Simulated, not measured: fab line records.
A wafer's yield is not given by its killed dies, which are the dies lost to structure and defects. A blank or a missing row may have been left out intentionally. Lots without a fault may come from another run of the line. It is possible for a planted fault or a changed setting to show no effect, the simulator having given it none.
Matching of chambers :: flow sky130 :: cmp-02 running SKY_CONTACT_CMP_04: 4 sister chambers
The step polishes SiO2. 4 wafers are shown with their chamber, then 8 later ones without.

== EACH WAFER AND ITS CHAMBER ==
wafer: L330.1
chamber: 1
motorCurrentA (A): 9.2

wafer: L334.2
chamber: 0
motorCurrentA (A): 10.3

wafer: L334.3
chamber: 2
motorCurrentA (A): 12.5

wafer: L335.1
chamber: 3
motorCurrentA (A): 15.5

== WAFERS WHOSE CHAMBER IS MISSING ==
wafer: L335.4
motorCurrentA (A): 11.7

wafer: L335.5
motorCurrentA (A): 15.1

wafer: L337.3
motorCurrentA (A): 9.3

wafer: L337.4
motorCurrentA (A): 10.0

wafer: L337.5
motorCurrentA (A): 14.7

wafer: L347.2
motorCurrentA (A): 9.3

wafer: L347.5
motorCurrentA (A): 11.5

wafer: L347.6
motorCurrentA (A): 9.7

== EACH ONE'S CHAMBER ==
wafer: L335.4
from the rows above: can't be placed: 2 or 0
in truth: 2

wafer: L335.5
from the rows above: 3
in truth: 3

wafer: L337.3
from the rows above: can't be placed: 1 or 0
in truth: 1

wafer: L337.4
from the rows above: can't be placed: 0 or 1
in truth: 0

wafer: L337.5
from the rows above: 3
in truth: 3

wafer: L347.2
from the rows above: can't be placed: 1 or 0
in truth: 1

wafer: L347.5
from the rows above: can't be placed: 2 or 0
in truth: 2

wafer: L347.6
from the rows above: can't be placed: 1 or 0
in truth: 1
2 of 8 placed correctly. Can't be placed from these rows: 6 (the true chamber is among the candidates in 6). Wrongly placed: 0.
How it was worked out, from the rows above alone: a wafer's distance from a chamber is the root of the sum, over the readings, of the square of ((its reading less the chamber's mean) divided by the reading's scatter). The wafer belongs to the nearest chamber; if the next one is less than 2 further off, it can't be placed. The mean given for a chamber averages the wafers shown for that chamber. The scatter: root of mean squared gap, hidden wafer to nearest shown wafer, with one shown wafer a chamber.
